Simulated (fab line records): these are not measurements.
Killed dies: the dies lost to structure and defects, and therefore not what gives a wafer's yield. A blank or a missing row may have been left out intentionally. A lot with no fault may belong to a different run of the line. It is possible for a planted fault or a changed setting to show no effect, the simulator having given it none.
2 desks looking at one fault + flow sky130 + every desk sees just its own numbers, and what lay behind them comes last

== DESK OF THE TOOL OWNER: plasmaAsher-02 ==
The tool's own readings at SKY_PWDE_STRIP_09 (strips in O2/N2): means of the sampled wafers that have a number, for each lot that ran on this tool. The brackets show how far a lot's mean lies from the usual mean; more than 4 standard deviations puts the lot out of limits, marked OUT.
Columns: A = drypumpMotorCurrentA at SKY_PWDE_STRIP_09, usual 5.5 A; B = oesProductAu at SKY_PWDE_STRIP_09, usual 0.723 a.u.; C = stripTimeToEndpointS at SKY_PWDE_STRIP_09, usual 36.92 s
| lot  | first seen here | A   | B     | C     |
|------|-----------------|-----|-------|-------|
| L894 | day 3 15:33     | 5.3 | 0.722 | 36.87 |
| L896 | day 4 06:56     | 5.6 | 0.732 | 36.96 |
| L898 | day 4 19:45     | 5.6 | 0.720 | 36.83 |
| L899 | day 4 23:27     | 5.3 | 0.722 | 36.86 |
| L902 | day 5 15:15     | 5.8 | 0.725 | 36.95 |
| L903 | day 5 22:15     | 5.6 | 0.726 | 36.92 |
| L911 | day 7 18:42     | 5.4 | 0.721 | 36.89 |
| L913 | day 8 10:42     | 5.4 | 0.718 | 37.07 |
Result from this desk: across the 8 lots, nothing is out of limits.

== THE METROLOGY DESK ==
Means of the sampled wafers that have a number, per lot and without regard to the tool the lot ran on: this is what the gauges read. The brackets show how far a lot's mean lies from the usual mean; more than 4 standard deviations puts the lot out of limits, marked OUT.
Columns: A = PAD_OPEN_BOW at SKY_PAD_OPEN_BOW_MEAS_13, usual 44 um
| lot  | first seen here | A  |
|------|-----------------|----|
| L894 | day 45 09:59    | 44 |
| L895 | day 45 19:43    | 40 |
| L896 | day 46 04:25    | 36 |
| L898 | day 46 18:31    | 37 |
| L899 | day 46 22:14    | 46 |
| L900 | day 47 03:59    | 42 |
| L902 | day 47 16:02    | 54 |
| L903 | day 48 02:19    | 43 |
| L906 | day 48 17:35    | 46 |
| L911 | day 49 17:10    | 42 |
| L913 | day 50 02:37    | 45 |
| L915 | day 50 12:27    | 45 |
| L916 | day 50 18:30    | 45 |
Result from this desk: across the 13 lots, nothing is out of limits.

== ALL TOGETHER ==
Nothing out of limits was seen by the tool owner's desk.
Nothing out of limits was seen by the metrology desk.

== WHAT THE SIMULATOR HAD PUT IN ==
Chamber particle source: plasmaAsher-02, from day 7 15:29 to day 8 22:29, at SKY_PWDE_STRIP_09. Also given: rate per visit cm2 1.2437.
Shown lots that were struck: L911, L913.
